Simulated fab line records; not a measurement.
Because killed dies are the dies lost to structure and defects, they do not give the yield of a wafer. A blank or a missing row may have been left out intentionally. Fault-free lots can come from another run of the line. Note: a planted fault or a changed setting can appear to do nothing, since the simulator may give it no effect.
Which of the tools did it? || flow sfq-line || 14 lots with 40 wafers sampled at 2 steps, on a route of 325 steps

WHAT THE GAUGES READ, wafer by wafer
SFQ_I1_BOW_MEAS_912. Usual: I1_BOW typically reads 2 um, with standard deviation 8.3.
{"lot": "L670", "measured": "day 22 05:26", "on": "film-metro-04", "I1_BOW (um)": "9 3 3", "flag": ""}
{"lot": "L671", "measured": "day 23 21:45", "on": "film-metro-01", "I1_BOW (um)": "16 20 9", "flag": ""}
{"lot": "L672", "measured": "day 24 06:46", "on": "film-metro-01", "I1_BOW (um)": "-10 -9 -23", "flag": ""}
{"lot": "L673", "measured": "day 25 00:25", "on": "film-metro-01", "I1_BOW (um)": "-4 -4 -7", "flag": ""}
{"lot": "L675", "measured": "day 25 17:08", "on": "film-metro-01", "I1_BOW (um)": "7 4 5", "flag": ""}
{"lot": "L676", "measured": "day 26 08:44", "on": "film-metro-01", "I1_BOW (um)": "4 -5 -4", "flag": ""}
{"lot": "L678", "measured": "day 26 23:09", "on": "film-metro-02", "I1_BOW (um)": "14 5 11", "flag": ""}
{"lot": "L679", "measured": "day 27 07:39", "on": "film-metro-04", "I1_BOW (um)": "-3 -4 -7", "flag": ""}
{"lot": "L684", "measured": "day 29 12:29", "on": "film-metro-01", "I1_BOW (um)": "17 -2 - -", "flag": ""}
{"lot": "L685", "measured": "day 29 19:50", "on": "film-metro-02", "I1_BOW (um)": "8 12 - -", "flag": ""}
{"lot": "L689", "measured": "day 32 15:14", "on": "film-metro-02", "I1_BOW (um)": "7 11 -2", "flag": ""}
{"lot": "L690", "measured": "day 32 21:14", "on": "film-metro-02", "I1_BOW (um)": "-8 -1 -2", "flag": ""}
{"lot": "L691", "measured": "day 33 08:04", "on": "film-metro-04", "I1_BOW (um)": "-20 -7 -4", "flag": ""}
{"lot": "L693", "measured": "day 34 03:14", "on": "film-metro-01", "I1_BOW (um)": "5 6 2", "flag": ""}

EACH LOT AND THE TOOL THAT RAN IT (in order: tool; ch and the chambers of the sampled wafers; start)
{"lot": "L670", "SFQ_TRILAYER_I1_CMP_CMP_046": "cmp-02 ch 1,2,3, day 22 02:56"}
{"lot": "L671", "SFQ_TRILAYER_I1_CMP_CMP_046": "cmp-02 ch 0,3, day 23 19:15"}
{"lot": "L672", "SFQ_TRILAYER_I1_CMP_CMP_046": "cmp-02 ch 0,3, day 24 04:15"}
{"lot": "L673", "SFQ_TRILAYER_I1_CMP_CMP_046": "cmp-02 ch 0,2,3, day 24 22:23"}
{"lot": "L675", "SFQ_TRILAYER_I1_CMP_CMP_046": "cmp-01 ch 0,1,3, day 25 14:38"}
{"lot": "L676", "SFQ_TRILAYER_I1_CMP_CMP_046": "cmp-01 ch 1,2,3, day 26 07:14"}
{"lot": "L678", "SFQ_TRILAYER_I1_CMP_CMP_046": "cmp-01 ch 0,3, day 26 20:38"}
{"lot": "L679", "SFQ_TRILAYER_I1_CMP_CMP_046": "cmp-01 ch 0,1,3, day 27 05:09"}
{"lot": "L684", "SFQ_TRILAYER_I1_CMP_CMP_046": "cmp-01 ch 1,3, day 29 10:27"}
{"lot": "L685", "SFQ_TRILAYER_I1_CMP_CMP_046": "cmp-01 ch 0,2, day 29 17:20"}
{"lot": "L689", "SFQ_TRILAYER_I1_CMP_CMP_046": "cmp-02 ch 2,3, day 32 12:14"}
{"lot": "L690", "SFQ_TRILAYER_I1_CMP_CMP_046": "cmp-02 ch 0,2, day 32 18:44"}
{"lot": "L691", "SFQ_TRILAYER_I1_CMP_CMP_046": "cmp-01 ch 0,1,2, day 33 06:01"}
{"lot": "L693", "SFQ_TRILAYER_I1_CMP_CMP_046": "cmp-02 ch 0,2, day 34 00:44"}
- SFQ_TRILAYER_I1_CMP_CMP_046: polishes SiO2.

AS READ BY THE TOOLS THEMSELVES (means over the sampled wafers that have a number; for cases with no such wafer, the mark the record gives instead)
SFQ_TRILAYER_I1_CMP_CMP_046. Usual: motor-current-A 9.4 A, standard deviation 0.84; retaining-ring-pressure-frac 1.001, standard deviation 0.005; time-to-endpoint-s 213 s, standard deviation 8.6.
{"lot": "L670", "tool": "cmp-02", "motor-current-A (A)": 9.3, "retaining-ring-pressure-frac": 1.001, "time-to-endpoint-s (s)": 219, "flag": ""}
{"lot": "L671", "tool": "cmp-02", "motor-current-A (A)": 8.9, "retaining-ring-pressure-frac": 0.998, "time-to-endpoint-s (s)": 207, "flag": ""}
{"lot": "L672", "tool": "cmp-02", "motor-current-A (A)": 9.3, "retaining-ring-pressure-frac": 1.002, "time-to-endpoint-s (s)": 213, "flag": ""}
{"lot": "L673", "tool": "cmp-02", "motor-current-A (A)": 9.0, "retaining-ring-pressure-frac": 0.998, "time-to-endpoint-s (s)": 207, "flag": ""}
{"lot": "L675", "tool": "cmp-01", "motor-current-A (A)": 9.9, "retaining-ring-pressure-frac": 1.006, "time-to-endpoint-s (s)": 217, "flag": ""}
{"lot": "L676", "tool": "cmp-01", "motor-current-A (A)": 9.9, "retaining-ring-pressure-frac": 1.004, "time-to-endpoint-s (s)": 218, "flag": ""}
{"lot": "L678", "tool": "cmp-01", "motor-current-A (A)": 9.9, "retaining-ring-pressure-frac": 1.001, "time-to-endpoint-s (s)": 213, "flag": ""}
{"lot": "L679", "tool": "cmp-01", "motor-current-A (A)": 9.7, "retaining-ring-pressure-frac": 1.004, "time-to-endpoint-s (s)": 213, "flag": ""}
{"lot": "L684", "tool": "cmp-01", "motor-current-A (A)": 9.9, "retaining-ring-pressure-frac": 1.005, "time-to-endpoint-s (s)": 230, "flag": ""}
{"lot": "L685", "tool": "cmp-01", "motor-current-A (A)": 9.6, "retaining-ring-pressure-frac": 1.001, "time-to-endpoint-s (s)": 210, "flag": ""}
{"lot": "L689", "tool": "cmp-02", "motor-current-A (A)": 9.4, "retaining-ring-pressure-frac": 1.002, "time-to-endpoint-s (s)": 207, "flag": ""}
{"lot": "L690", "tool": "cmp-02", "motor-current-A (A)": 8.4, "retaining-ring-pressure-frac": 1.004, "time-to-endpoint-s (s)": 214, "flag": ""}
{"lot": "L691", "tool": "cmp-01", "motor-current-A (A)": 9.2, "retaining-ring-pressure-frac": 0.999, "time-to-endpoint-s (s)": 212, "flag": ""}
{"lot": "L693", "tool": "cmp-02", "motor-current-A (A)": 8.4, "retaining-ring-pressure-frac": 0.998, "time-to-endpoint-s (s)": 221, "flag": ""}

THE ANSWER, worked out from the rows above alone
Rule: a lot counts as off when the mean over its wafers that have a number is more than 3 standard deviations away from the usual mean. A lot without any number at a reading at which 4 lots or more have one is off too. Any other lot the step has rows for is counted as sound. The gauges are gone through in route order, then the tools' own readings, and for those a lot's mean is taken as printed above. At the first step where some lot is off, the reading lying furthest off is the one used; lots without a number count as furthest.
Nothing can be told from this: no lot is off at any reading shown.

WHAT HAD BEEN PUT IN BY THE SIMULATOR
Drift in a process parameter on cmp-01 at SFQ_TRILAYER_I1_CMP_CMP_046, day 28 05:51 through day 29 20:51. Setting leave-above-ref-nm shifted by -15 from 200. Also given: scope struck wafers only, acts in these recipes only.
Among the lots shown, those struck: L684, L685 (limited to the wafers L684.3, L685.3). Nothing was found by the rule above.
